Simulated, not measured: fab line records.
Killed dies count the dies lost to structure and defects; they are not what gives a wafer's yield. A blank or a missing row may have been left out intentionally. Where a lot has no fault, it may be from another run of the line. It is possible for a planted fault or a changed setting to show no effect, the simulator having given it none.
Matching of chambers ; flow gf180mcu ; cmp-02 running GF_V1_CMP_26: 4 sister chambers
The step polishes, stops on SiO2, t overpolish 15 s, target thk 0 nm. 14 wafers are shown with their chamber, then 7 later ones without.

EACH WAFER AND ITS CHAMBER
wafer;chamber;motor_current_A (A);overpolish_run_s (s);time_to_endpoint_s (s)
L935.1;1;10.5;15.006;85
L935.2;3;11.9;15.008;89
L935.6;3;10.5;15.001;89
L936.4;3;11.1;14.986;83
L936.5;2;11.4;14.990;79
L936.6;3;10.8;15.002;85
L938.1;3;11.0;14.983;89
L938.4;2;10.7;14.985;81
L938.6;1;10.9;15.004;82
L943.1;1;11.2;15.012;81
L943.3;3;11.0;14.995;86
L943.4;0;12.3;14.995;83
L945.2;3;10.5;15.015;88
L945.5;2;10.8;14.991;87

SIGNATURES (averages over the wafers above)
reading;chamber 0;chamber 1;chamber 2;chamber 3;scatter within a chamber
motor_current_A;12.300;10.867;10.967;10.971;0.434
overpolish_run_s;14.99500;15.00733;14.98867;14.99857;0.00919
time_to_endpoint_s;83.00;82.67;82.33;87.00;2.78
Rule: distance of a wafer from a chamber = root of the sum over the readings of ((wafer's reading minus chamber's mean) / reading's scatter) squared. If the next closest chamber is less than 2 further off than the closest, the wafer can't be placed; otherwise it belongs to the closest. The scatter: the root of (the sum of the squares of (reading less its chamber's mean) over the shown wafers, divided by (wafers less chambers)).

WAFERS WITH NO CHAMBER GIVEN
wafer;motor_current_A (A);overpolish_run_s (s);time_to_endpoint_s (s)
L945.6;10.9;15.002;90
L952.2;12.3;15.003;84
L952.5;12.0;14.996;84
L952.6;11.0;15.008;90
L953.1;10.9;15.010;86
L953.2;11.5;15.004;82
L953.4;10.5;14.995;86

WHICH CHAMBER EACH WENT THROUGH
wafer;from the rows above;in truth
L945.6;can't be placed: 3 or 1 or 2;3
L952.2;0;0
L952.5;can't be placed: 0 or 2 or 3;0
L952.6;can't be placed: 3 or 1 or 2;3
L953.1;can't be placed: 1 or 3 or 2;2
L953.2;can't be placed: 1 or 2 or 0 or 3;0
L953.4;can't be placed: 3 or 2 or 1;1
1 of 7 placed correctly. Cannot be placed on the basis of these rows: 6; the candidates contain the true chamber in 6. 0 placed wrongly.
